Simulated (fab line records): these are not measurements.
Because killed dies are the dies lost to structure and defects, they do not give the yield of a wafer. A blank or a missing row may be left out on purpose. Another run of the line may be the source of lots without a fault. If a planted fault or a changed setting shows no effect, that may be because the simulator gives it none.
One fault seen from 2 desks ; flow sky130 ; what lay behind the numbers comes last; until then each desk has only its own

TOOL OWNER'S DESK, rieMetal-02
The tool's own readings at SKY_METAL5_METAL_ETCH_15 (etches the open film in Cl2/BCl3, stops on SiO2, target depth 1260 nm, time 252 s): means of the sampled wafers that have a number, for each lot that ran on this tool. Any lot whose mean is over 4 standard deviations away from the usual mean is out of limits and marked OUT; that distance is given in the brackets.
Columns: A = drypumpMotorCurrentA at SKY_METAL5_METAL_ETCH_15, usual 5.5 A; B = oesProductAu at SKY_METAL5_METAL_ETCH_15, usual 0.894 a.u.; C = throttleValvePct at SKY_METAL5_METAL_ETCH_15, usual 22.265 %
lot;first seen here;A;B;C
L774;day 45 12:41;5.4;0.897;22.262
L773;day 45 16:08;5.4;0.896;22.271
L777;day 46 11:49;5.2;0.755 (-29) OUT;22.262
L782;day 47 16:31;4.8;0.753 (-29) OUT;22.275
This desk's verdict: out of limits on L777, L782, starting with L777 at day 46 11:49 (oesProductAu at SKY_METAL5_METAL_ETCH_15). Within limits: L774, L773.

FROM THE METROLOGY DESK
Lot by lot, what the gauges showed, no matter which tool ran the lot: averages of those sampled wafers that carry a number. Any lot whose mean is over 4 standard deviations away from the usual mean is out of limits and marked OUT; that distance is given in the brackets.
Columns: A = METAL5_ALCU_THK at SKY_METAL5_THK_MEAS_06, usual 1138 nm
lot;first seen here;A
L767;day 42 21:37;1154
L769;day 43 14:14;1136
L771;day 44 02:42;1140
L774;day 44 14:40;1147
L773;day 44 19:13;1131
L775;day 45 03:40;1136
L777;day 45 15:07;1133
L782;day 46 20:41;1123
L784;day 47 10:52;1140
L785;day 47 16:09;1127
L788;day 48 08:16;1145
This desk's finding: nothing out of limits on any of the 11 lots.

ALL TOGETHER
An alarm could have come from the tool owner's desk at day 46 11:49, on L777, L782.
Metrology desk: nothing out of limits seen.
The metrology desk has L777, L782 on record, within its limits.
Every lot named ran SKY_METAL5_METAL_ETCH_15 on rieMetal-02.

WHAT WAS PUT IN BY THE SIMULATOR
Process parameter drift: rieMetal-02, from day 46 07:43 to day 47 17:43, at SKY_METAL5_METAL_ETCH_15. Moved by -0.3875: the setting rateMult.
Struck lots among those shown: L777, L782.
Time in hours from fault onset to the first out-of-limits reading at each desk: the tool owner's desk, 4.
